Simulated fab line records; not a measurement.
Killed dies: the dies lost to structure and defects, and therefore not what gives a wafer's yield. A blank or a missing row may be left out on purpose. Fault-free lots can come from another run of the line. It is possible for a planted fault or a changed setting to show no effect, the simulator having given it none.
Problem report in the 8D (eight disciplines) form, filled by code :: flow sky130 :: the parts of the form that need people (team, actions taken, sign-off) are left out

1. PROBLEM STATEMENT
Mean SD_N_RS at SKY_SD_N_RS_MEAS_16: 63.96 ohm/sq over 6 wafers in 2 lots; fault-free wafers: 68.50 ohm/sq, standard deviation 0.14. Relative to the usual mean, that is a shift of -32 standard deviations.
The step: measures by four-point-probe.
Earliest sighting: wafer L910.1 on film-metro-04 at day 33 13:17. Wafers with a number at this step in the record: 33, from 11 lots. Rule for "out" (also "out of limits"): further than 4 standard deviations from the usual mean. All remaining wafers that have a number are taken as sound.

2. WHAT IT IS; WHAT IT IS NOT
question: which readings at this step
is: SD_N_RS
is not: -

question: which lots
is: L910, L912
is not: L894, L895, L896, L898, L899, L901, L905, L907, L911

question: which wafers of those lots
is: all that have a number
is not: -

question: read on which gauges
is: film-metro-02, film-metro-04
is not: film-metro-01

question: when
is: from day 33 13:17
is not: up to then (24 sound wafers); but 3 sound wafers of L911 came after

3. THE SUSPECTS, EACH WITH WHAT RULES IT OUT
Counting: a tool stays on the suspect list if, at a process step up to the reading, it processed all lots that are out and no sound lot following the first of them.
- the gauge at SKY_SD_N_RS_MEAS_16: ruled out. Those wafers that are out were read across 2 gauges (film-metro-02, film-metro-04).
- rtp-anneal-01 at SKY_SD_N_RTA_14 (time 2 s): kept. It processed each lot that is out, first L910 at day 33 13:07, and no sound lot thereafter; up to then, the last sound lot it processed was L899 at day 29 15:07. On those wafers its own readings are out: lamp-power-pct, wafer_temp_C_max.
After counting, what remains is rtp-anneal-01 at SKY_SD_N_RTA_14.

4. THE CAUSE (what the simulator had put in)
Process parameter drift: rtp-anneal-01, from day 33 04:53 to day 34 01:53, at SKY_SD_N_RTA_14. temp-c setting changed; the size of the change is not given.
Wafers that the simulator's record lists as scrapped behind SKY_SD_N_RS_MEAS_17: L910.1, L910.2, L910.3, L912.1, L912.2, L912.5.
Only this tool survived the counting.

5. THE CHAIN OF EFFECTS, in route order
Each row: a reading where the mean over the struck wafers with a number is more than 3 standard deviations away from the usual. Only readings for which the record gives a usual standard deviation are gone through. hours: the time from each lot's start at the first step in this table that gives one to its start at this step, as a median over the lots. sigmas: the change in usual standard deviations.
hours: 0
step: SKY_SD_N_RTA_14
reading: lamp-power-pct
usual: 15.73 %
on struck wafers: 16.45
change: +0.72
sigmas: +15

hours: 0
step: SKY_SD_N_RTA_14
reading: wafer_temp_C_max
usual: 1078.3
on struck wafers: 1102.0
change: +23.7
sigmas: +17

hours: 0
step: SKY_SD_N_RS_MEAS_16
reading: SD_N_RS
usual: 68.50 ohm/sq
on struck wafers: 63.96
change: -4.54
sigmas: -32

hours: 6
step: SKY_SD_N_RS_MEAS_17
reading: SD_P_RS
usual: 147.0 ohm/sq
on struck wafers: 125.7
change: -21.3
sigmas: -50
The process steps in it:
- SKY_SD_N_RTA_14: time 2 s.

6. WHAT WOULD HAVE CAUGHT IT SOONER
The first out-of-limits reading at a measuring or inspecting step in this record came at day 33 13:17, 8 hours after the fault's start at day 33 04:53.
At SKY_SD_N_RTA_14, the tool's own readings (lamp-power-pct, wafer_temp_C_max) were out on each struck wafer the step has a row for, so an alarm limit on them would have fired on the first such wafer.
L912, from the lots that are out (2), started SKY_SD_N_RTA_14 on rtp-anneal-01 later than day 33 13:17. Had the tool been put on hold then, it would have been spared.
